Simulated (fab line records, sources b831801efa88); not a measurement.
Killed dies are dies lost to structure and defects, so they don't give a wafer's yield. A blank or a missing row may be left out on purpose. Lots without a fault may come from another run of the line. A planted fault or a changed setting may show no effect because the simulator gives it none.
Which tool did it? | flow sky130 | 6 lots, 18 wafers sampled, at 2 steps of a route of 708

WHAT THE GAUGES READ, wafer by wafer
SKY_SONOS_TUNNEL_CD_MEAS_07: target cd 410 nm.
lot  | measured     | on        | cd_nm (nm)
L607 | day 11 16:19 | cd_sem-01 | 410.4 409.1 410.0
L610 | day 12 17:43 | cd_sem-02 | 411.5 220.8 220.6
L620 | day 16 05:03 | cd_sem-01 | 409.8 409.1 410.4
L623 | day 17 03:17 | cd_sem-01 | 411.7 410.6 412.5
L627 | day 18 05:23 | cd_sem-02 | 410.3 411.0 409.2
L629 | day 19 00:33 | cd_sem-01 | 411.9 412.5 413.0

WHICH TOOL RAN EACH LOT (tool, then ch and the chambers of the sampled wafers, then the start)
lot  | SKY_SONOS_TUNNEL_DEVELOP_06
L607 | litho_track-01 ch 0, day 11 16:10
L610 | litho_track-02 ch 0, day 12 17:35
L620 | litho_track-02 ch 0, day 16 04:54
L623 | litho_track-02 ch 0, day 17 03:09
L627 | litho_track-01 ch 0, day 18 05:14
L629 | litho_track-02 ch 0, day 19 00:24
- SKY_SONOS_TUNNEL_DEVELOP_06: develop time 60 s.

THE ANSWER, worked out from the rows above alone
Rule: what is usual is taken from the lots themselves. Put in order of their means at a reading, lots are off if they are a third of the lots or fewer, leave a main group of 4 or more, and stand apart from it by a gap of 3 or more times the standard deviation of the main group's means; of several such gaps the widest counts. A main group whose means are all the same, to the digits that the tables above print for the reading, isn't used. A lot without any number at a reading at which 4 lots or more have one is off too. The other lots that the step has rows for count as sound.
Off: L610, at SKY_SONOS_TUNNEL_CD_MEAS_07 (cd_nm). The main group: mean 410.8 nm, standard deviation 1.1.
A tool fits if, at a process step before that reading, it ran every lot that is off, and no sound lot after the first of them. The gauges at SKY_SONOS_TUNNEL_CD_MEAS_07 are tried like those tools. None of those tried fits.

WHAT THE SIMULATOR HAD PUT IN
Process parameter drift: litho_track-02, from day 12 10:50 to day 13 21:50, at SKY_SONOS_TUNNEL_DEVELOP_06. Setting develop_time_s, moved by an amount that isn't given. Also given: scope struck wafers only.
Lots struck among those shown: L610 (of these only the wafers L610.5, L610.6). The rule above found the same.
